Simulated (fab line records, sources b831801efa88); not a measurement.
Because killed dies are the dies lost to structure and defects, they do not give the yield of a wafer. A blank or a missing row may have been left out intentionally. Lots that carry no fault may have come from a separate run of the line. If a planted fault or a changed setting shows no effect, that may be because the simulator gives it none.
Which tool was responsible? -- flow gf180mcu -- Sampling: 7 lots, 21 wafers, 2 of 602 route steps

## WHAT EACH GAUGE READ, for each wafer
GF_V5_BOW_MEAS_05.
lot,measured,on,V5_BOW (um)
L261,day 26 21:51,film-metro-04,129 139 118
L264,day 28 04:28,film-metro-03,144 140 140
L269,day 29 05:49,film-metro-02,126 136 128
L274,day 30 18:31,film-metro-03,138 134 139
L278,day 31 14:20,film-metro-02,121 124 126
L280,day 31 20:58,film-metro-03,124 150 127
L283,day 32 23:00,film-metro-02,116 115 129

## TOOL THAT RAN EACH LOT (tool first, then ch and the chambers of the sampled wafers, then the start)
lot,GF_MVPSD_STRIP_10
L261,"plasma-asher-01 ch 0,1, day 5 09:19"
L264,"plasma-asher-01 ch 0,1, day 6 02:39"
L269,"plasma-asher-04 ch 0,1, day 7 06:07"
L274,"plasma-asher-01 ch 0,1, day 8 13:20"
L278,"plasma-asher-02 ch 0,1, day 9 11:42"
L280,"plasma-asher-02 ch 0,1, day 9 22:33"
L283,"plasma-asher-04 ch 0,1, day 10 17:52"
- GF_MVPSD_STRIP_10: strips in O2/N2.

## THE ANSWER, worked out from the rows above alone
Rule: usual is defined by the lots themselves. The widest of any qualifying gaps counts: lots, ordered by their means at a reading, are off when they make up no more than a third of the lots, leave a main group of 4 or more, and stand apart from it by 3 or more times the standard deviation of that group's means. A main group is skipped when, at the precision printed for the reading in the tables above, its means are all equal. Also off: a lot with no number at a reading for which 4 or more lots have one. Where the step has rows for the other lots, those lots are counted as sound.
No lot is off at any reading shown: from this, nothing can be told.

## WHAT WAS PUT IN BY THE SIMULATOR
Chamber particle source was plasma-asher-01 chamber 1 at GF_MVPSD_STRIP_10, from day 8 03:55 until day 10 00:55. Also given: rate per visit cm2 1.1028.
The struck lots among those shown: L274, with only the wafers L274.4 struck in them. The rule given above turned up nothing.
